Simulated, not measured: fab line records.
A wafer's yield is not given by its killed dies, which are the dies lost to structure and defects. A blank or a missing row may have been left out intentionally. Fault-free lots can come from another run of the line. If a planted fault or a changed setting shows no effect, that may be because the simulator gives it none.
Chamber matching -- flow sky130 -- SKY_VIA4_ETCH_12 on rieDiel-04 has 4 sister chambers
The step etches SiO2 in C4F8/O2/Ar, stops on TiN, target depth 580 nm. 4 wafers are shown with their chamber, then 12 later ones without.

== WAFERS WITH THEIR CHAMBER ==
wafer,chamber,oesProductAu (a.u.)
L091.1,2,0.919
L091.2,1,0.919
L091.5,3,0.925
L091.6,0,0.925

== WAFERS MISSING THEIR CHAMBER ==
wafer,oesProductAu (a.u.)
L092.1,0.931
L092.2,0.929
L092.5,0.927
L093.1,0.918
L093.2,0.924
L093.3,0.923
L093.4,0.928
L093.5,0.921
L093.6,0.927
L097.2,0.925
L097.3,0.917
L097.5,0.923

== THE CHAMBER EACH PASSED THROUGH ==
wafer,from the rows above,in truth
L092.1,can't be placed: 0 or 3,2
L092.2,can't be placed: 0 or 3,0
L092.5,can't be placed: 0 or 3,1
L093.1,can't be placed: 1 or 2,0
L093.2,can't be placed: 0 or 3 or 1 or 2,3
L093.3,can't be placed: 0 or 3 or 1 or 2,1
L093.4,can't be placed: 0 or 3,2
L093.5,can't be placed: 1 or 2 or 0 or 3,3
L093.6,can't be placed: 0 or 3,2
L097.2,can't be placed: 0 or 3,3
L097.3,can't be placed: 1 or 2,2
L097.5,can't be placed: 0 or 3 or 1 or 2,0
Placed correctly: 0 of 12. Unplaceable from these rows: 12, with the true chamber sitting among the candidates in 7. Wrongly placed: 0.
How it was worked out, from the rows above alone: a wafer's distance from a chamber is the root of the sum, over the readings, of the square of ((its reading less the chamber's mean) divided by the reading's scatter). If the next closest chamber is less than 2 further off than the closest, the wafer can't be placed; otherwise it belongs to the closest. For every chamber, the mean is computed from those of its wafers that are shown. The scatter: with one shown wafer a chamber, the root of the mean of the squares of how far each hidden wafer lies from its nearest shown one.
